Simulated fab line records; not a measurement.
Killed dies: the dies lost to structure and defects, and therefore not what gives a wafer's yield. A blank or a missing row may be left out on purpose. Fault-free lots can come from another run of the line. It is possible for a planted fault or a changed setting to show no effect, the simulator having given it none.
Struck lot and sound lot, side by side | flow sky130 | 40 steps out of a route of 708
Sound: these wafers, L820.1, L820.2, L820.3. The struck wafers were L812.2, L812.3, L812.4. At the end, the cause is stated.
Per side, at each step with rows, come the tool, then ch with its chambers, and then its first start. Under that, the readings that differ: sound wafers | struck wafers | difference of the means | sigmas: that difference in standard deviations of wafers without a fault.
alike: same words and numbers on both sides, and readings whose means sit less than 2 such deviations apart. not compared: any withheld reading, any reading some wafer has no value for, any bound like >300 that may hide the same value, and any number with overlapping values for which the record gives no deviation.
The two part at a step that has a row with sigmas, a row that says differs or no value, or rows on one side only. When numbers do not overlap yet have no deviation, they are printed without sigmas and do not part them. Lack of a reading on every wafer of one side parts them only where that side has two or more wafers.

first, 5 steps without rows for these wafers: SKY_GATE_OXIDE_COAT_05 (resist thk 1140 nm); SKY_GATE_OXIDE_SOFTBAKE_06 (time 60 s); SKY_GATE_OXIDE_EXPOSE_07 (exposes mask LVOM, target cd 600 nm); SKY_GATE_OXIDE_PEB_08; SKY_GATE_OXIDE_DEVELOP_09 (develop time 60 s).
SKY_GATE_OXIDE_OVL_MEAS_10:
  struck on overlay-01, day 17 01:29; sound on overlay-01, day 20 12:17
  alike: GATE_OXIDE_OVL
then, 2 steps without rows for these wafers: SKY_GATE_OXIDE_IMPLANT_11; SKY_GATE_OXIDE_WET_ETCH_12 (etches SiO2 in dHF, target depth 16.8 nm, time 336 s).
SKY_GATE_OXIDE_STRIP_13: strips in O2/N2.
  sound on plasma_asher-04 ch 0,1, day 20 12:34; struck on plasma_asher-03 ch 0,1, day 17 01:46
  reading                     | sound       | struck      | difference | sigmas
  drypump_motor_current_A (A) | 5.4 5.0 5.4 | 6.4 6.1 6.4 | +1.0       | +2
  alike: oes_product_au, strip_time_to_endpoint_s
  not compared: rf_hours_counter_h
SKY_GATE_OXIDE_TW_MEAS_14:
  struck on film_metro-02, day 17 01:52; sound on film_metro-03, day 20 12:40
  alike: GATE_OXIDE_TW
then, 2 steps without rows for these wafers: SKY_GATE_OXIDE_CLEAN_15 (cleans in SC1/SC2, time 150 s); SKY_GATE_OXIDE_OXIDATION_16 (stabilise 600 s, purge 300 s, target thk 3.57 nm).
SKY_POLY_GATE_CVD_00: deposits poly-Si, target thk 180 nm, time 720 s.
  sound on lpcvd-01 ch 0, day 20 14:19; struck on lpcvd-01 ch 0, day 17 03:47
  reading                                       | sound             | struck            | difference | sigmas
  model.poly-Si_of_POLY_GATE_CVD_00.thk_nm (nm) | 178.4 178.4 179.1 | 230.1 229.9 228.4 | +50.8      |
  alike: spike_tc_bottom_C, zone_power_bottom_pct
SKY_POLY_GATE_THK_MEAS_01:
  struck on film_metro-02, day 17 05:19; sound on film_metro-04, day 20 16:07
  reading                   | sound             | struck            | difference | sigmas
  POLY_GATE_CVD_00_THK (nm) | 178.3 178.2 179.3 | 230.3 230.0 228.3 | +50.9      | +46
  not compared: hold
then, 7 steps without rows for these wafers: SKY_RES_PROTECT_HMDS_01 (prime time 60 s); SKY_RES_PROTECT_COAT_02 (resist thk 1140 nm); SKY_RES_PROTECT_SOFTBAKE_03 (time 62.71 s); SKY_RES_PROTECT_EXPOSE_04 (exposes mask RPM, target cd 1270 nm); SKY_RES_PROTECT_PEB_05; SKY_RES_PROTECT_DEVELOP_06 (develop time 60 s); SKY_POLY_GATE_IMPLANT_02.
SKY_RES_PROTECT_STRIP_07: strips in O2/N2.
  sound on plasma_asher-04 ch 0,1, day 21 22:34; struck on plasma_asher-03 ch 0,1, day 18 10:47
  reading                     | sound       | struck      | difference | sigmas
  drypump_motor_current_A (A) | 5.0 5.5 5.0 | 6.1 6.1 6.5 | +1.1       | +2
  alike: oes_product_au, strip_time_to_endpoint_s
  not compared: rf_hours_counter_h
SKY_RES_PROTECT_TW_MEAS_08:
  struck on film_metro-01, day 18 10:54; sound on film_metro-01, day 21 22:40
  alike: POLY_GATE_TW
SKY_RES_PROTECT_CLEAN_09: cleans in SC1/SC2, time 150 s.
  sound on wet_bench-04 ch 3, day 21 22:44; struck on wet_bench-01 ch 1, day 18 10:57
  reading                                       | sound             | struck            | difference | sigmas
  model.poly-Si_of_POLY_GATE_CVD_00.thk_nm (nm) | 177.8 177.7 178.5 | 229.5 229.3 227.7 | +50.8      |
then, 1 step without rows for these wafers: SKY_POLY_GATE_CVD_03 (deposits Si3N4 from DCS/NH3, target thk 75 nm, time 1290 s).
SKY_POLY_GATE_THK_MEAS_04:
  struck on film_metro-01, day 18 14:14; sound on film_metro-04, day 22 00:08
  alike: POLY_GATE_CVD_03_THK
then, 8 steps without rows for these wafers: SKY_POLY_GATE_DEHYDRATE_05 (time 60 s); SKY_POLY_GATE_HMDS_06 (prime time 60 s); SKY_POLY_GATE_COAT_07 (resist thk 110 nm); SKY_POLY_GATE_COAT_08 (resist thk 450 nm); SKY_POLY_GATE_SOFTBAKE_09 (time 90 s); SKY_POLY_GATE_EXPOSE_10 (exposes mask P1M, target cd 150 nm); SKY_POLY_GATE_PEB_11; SKY_POLY_GATE_DEVELOP_12 (develop time 60 s).
SKY_POLY_GATE_CD_MEAS_13: target cd 150 nm.
  struck on cd_sem-01, day 19 20:31; sound on cd_sem-01, day 23 06:13
  alike: cd_nm
SKY_POLY_GATE_OVL_MEAS_14:
  struck on overlay-01, day 19 20:37; sound on overlay-01, day 23 06:20
  alike: POLY_GATE_OVL
SKY_POLY_GATE_ETCH_15: etches BARC in N2/H2, stops on SiO2, time 118.5 s, target depth 110 nm.
  sound on rie_diel-04 ch 0,1,2, day 23 06:23; struck on rie_diel-04 ch 0,2,3, day 19 20:39
  alike: bias_w, drypump_motor_current_A, oes_product_au, rf_fwd_power_W, throttle_valve_pct
  not compared: rf_hours_counter_h
SKY_POLY_GATE_ETCH_16: etches Si3N4 in CH3F/O2, stops on poly-Si, time 147.5 s, target depth 75 nm.
  sound on rie_diel-04 ch 0,1,2, day 23 06:28; struck on rie_diel-04 ch 0,2,3, day 19 20:44
  alike: O2_flow_sccm, bias_w, drypump_motor_current_A, oes_product_au, rf_fwd_power_W, throttle_valve_pct
  not compared: rf_hours_counter_h
SKY_POLY_GATE_ETCH_17: etches poly-Si in HBr/Cl2, stops on SiO2, target depth 180 nm, time 70.5 s.
  sound on rie_si-01 ch 0,2,3, day 23 06:34; struck on rie_si-01 ch 1,2,3, day 19 20:50
  reading                               | sound                | struck               | difference | sigmas
  oes_product_au (a.u.)                 | 0.985 0.987 0.985    | 1.014 1.010 1.017    | +0.028     | +5
  throttle_valve_pct (%)                | 33.684 33.674 33.673 | 33.706 33.694 33.691 | +0.020     | +2
  model.etch.depth_nm (nm)              | 177.8 177.7 178.5    | 184 182.6 181.9      | +5         |
  model.POLY_GATE.feature_depth_nm (nm) | 177.8 177.7 178.5    | 184 182.6 181.9      | +5         |
  alike: bias_w, drypump_motor_current_A, rf_fwd_power_W, rf_hours_counter_h
SKY_POLY_GATE_STRIP_18: strips in O2/N2.
  sound on plasma_asher-03 ch 0,1, day 23 06:37; struck on plasma_asher-03 ch 0,1, day 19 20:53
  alike: drypump_motor_current_A, oes_product_au, strip_time_to_endpoint_s
  not compared: rf_hours_counter_h

== WHERE THEY PART ==
Earliest at SKY_GATE_OXIDE_STRIP_13; latest, in this record, at SKY_POLY_GATE_ETCH_17. Later steps at which nothing parts them and some readings are alike: SKY_POLY_GATE_STRIP_18.

WHY: the cause the simulator had injected
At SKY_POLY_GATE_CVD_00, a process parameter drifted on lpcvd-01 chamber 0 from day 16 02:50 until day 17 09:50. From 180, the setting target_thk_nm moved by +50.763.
